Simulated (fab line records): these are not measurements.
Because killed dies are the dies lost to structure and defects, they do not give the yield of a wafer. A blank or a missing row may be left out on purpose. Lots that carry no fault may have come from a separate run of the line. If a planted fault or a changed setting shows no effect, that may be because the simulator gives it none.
Problem report in the 8D (eight disciplines) form, filled by code | flow gf180mcu | the parts of the form that need people (team, actions taken, sign-off) are left out

== 1. THE ISSUE ==
V3_W_RS at GF_V3_RS_MEAS_24 reads a mean of 0.356 ohm/sq on 3 wafers of 2 lots; wafers without a fault read 0.329 ohm/sq with a standard deviation of 0.0038. Relative to the usual mean, that is a shift of +7.2 standard deviations.
The step: measures by four-point-probe.
Earliest sighting: wafer L428.4 on film-metro-01 at day 23 23:16. The record has a number at this step for 36 wafers belonging to 12 lots. Rule for "out", or "out of limits": more than 4 standard deviations from the usual mean. All remaining wafers that have a number are taken as sound.

== 2. WHAT IT IS AND WHAT IT IS NOT ==
question                    | is                     | is not
which readings at this step | V3_W_RS                | -
which lots                  | L428, L429             | L423, L424, L425, L438, L439, L441, L442, L443, L444, L446
which wafers of those lots  | L428.4, L429.2, L429.4 | L428.1, L428.3, L429.6
read on which gauges        | film-metro-01          | film-metro-02, film-metro-04
when                        | from day 23 23:16      | up to then (11 sound wafers); but 22 sound wafers of L429, L438, L439, L441, L442, L443, L444, L446 came after

== 3. THE SUSPECTS, EACH WITH WHAT RULES IT OUT ==
Counting: any tool at a process step up to the reading remains a suspect provided it ran every lot that is out. Sound lots after the first of them don't rule it out here, since some wafers of a struck lot are sound.
- the gauge at GF_V3_RS_MEAS_24: kept. All the wafers that are out were read on film-metro-01, and no step on other tools shows them out.
- cvd-w-01 at GF_V3_CVD_23 (deposits W, target thk 350 nm, time 104.9 s): kept. It processed each lot that is out (first: L428, day 23 23:09); up to then, its last sound lot is L425 (day 22 22:25).
- At GF_V3_CVD_23 on cvd-w-01, chamber 1 took the sound wafers of the same lots and chamber 0 took the wafers that are out.
The count leaves film-metro-01 at GF_V3_RS_MEAS_24 and cvd-w-01 at GF_V3_CVD_23.

== 4. THE CAUSE (what the simulator had put in) ==
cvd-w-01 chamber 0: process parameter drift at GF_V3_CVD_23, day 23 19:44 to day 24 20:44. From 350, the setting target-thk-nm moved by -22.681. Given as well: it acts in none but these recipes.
This tool is one of the 2 suspects left after counting.

== 5. THE EFFECT CHAIN, in route order ==
Each row: a reading whose mean over the struck wafers that have a number lies more than 3 standard deviations from the usual. Only readings whose record carries a usual standard deviation are examined. hours: median over the lots of the time between each lot's start at the first step of this table that gives one and its start at this step. sigmas: the change, counted in usual standard deviations.
hours | step              | reading  | usual        | on struck wafers | change | sigmas
0     | GF_V3_RS_MEAS_24  | V3_W_RS  | 0.329 ohm/sq | 0.356            | +0.027 | +7.2
0     | GF_V3_THK_MEAS_25 | V3_W_THK | 345 nm       | 317              | -28    | -5.6

== 6. HOW IT WOULD HAVE BEEN CAUGHT EARLIER ==
4 hours passed between the start of the fault at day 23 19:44 and the first reading out of limits at a measuring or inspecting step in this record, taken at day 23 23:16.
Of the tool readings at GF_V3_CVD_23 for which the record gives a usual standard deviation, none was out on any struck wafer, so an alarm limit of 4 standard deviations on them would not have fired.
L429, from the lots that are out (2), started GF_V3_CVD_23 on cvd-w-01 later than day 23 23:16. Had the tool been put on hold then, it would have been spared.
